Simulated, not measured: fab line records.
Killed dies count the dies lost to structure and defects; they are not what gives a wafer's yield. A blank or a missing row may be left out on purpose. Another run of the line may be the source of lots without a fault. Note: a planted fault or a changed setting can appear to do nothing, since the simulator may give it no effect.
Chamber matching / flow gf180mcu / GF_V5_CVD_02 on pecvd-01: 3 sister chambers
The step deposits SiO2 from TEOS, target thk 1450 nm, time 163.28 s. 3 wafers are shown with their chamber, then 9 later ones without.

== EACH WAFER AND ITS CHAMBER ==
wafer=L083.4; chamber=1; heaterPowerW (W)=607
wafer=L083.5; chamber=0; heaterPowerW (W)=659
wafer=L083.6; chamber=2; heaterPowerW (W)=649

== WAFERS WITH NO CHAMBER GIVEN ==
wafer=L086.4; heaterPowerW (W)=693
wafer=L086.5; heaterPowerW (W)=799
wafer=L086.6; heaterPowerW (W)=618
wafer=L087.3; heaterPowerW (W)=665
wafer=L087.4; heaterPowerW (W)=620
wafer=L087.5; heaterPowerW (W)=553
wafer=L090.1; heaterPowerW (W)=594
wafer=L090.4; heaterPowerW (W)=772
wafer=L090.6; heaterPowerW (W)=670

== WHICH CHAMBER EACH ONE RAN IN ==
wafer=L086.4; from the rows above=can't be placed: 0 or 2 or 1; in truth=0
wafer=L086.5; from the rows above=can't be placed: 0 or 2 or 1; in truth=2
wafer=L086.6; from the rows above=can't be placed: 1 or 2 or 0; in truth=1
wafer=L087.3; from the rows above=can't be placed: 0 or 2 or 1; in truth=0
wafer=L087.4; from the rows above=can't be placed: 1 or 2 or 0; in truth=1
wafer=L087.5; from the rows above=can't be placed: 1 or 2 or 0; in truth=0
wafer=L090.1; from the rows above=can't be placed: 1 or 2 or 0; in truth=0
wafer=L090.4; from the rows above=can't be placed: 0 or 2 or 1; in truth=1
wafer=L090.6; from the rows above=can't be placed: 0 or 2 or 1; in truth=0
Correct placement for 0 of the 9. Cannot be placed on the basis of these rows: 9; the candidates contain the true chamber in 9. Placed wrongly: 0.
How it was worked out, from the rows above alone: a wafer's distance from a chamber is the root of the sum, over the readings, of the square of ((its reading less the chamber's mean) divided by the reading's scatter). The wafer belongs to the nearest chamber; if the next one is less than 2 further off, it can't be placed. The mean given for a chamber averages the wafers shown for that chamber. The scatter (one wafer shown for each chamber): square how far every hidden wafer sits from the nearest shown wafer, average those squares and take the square root.
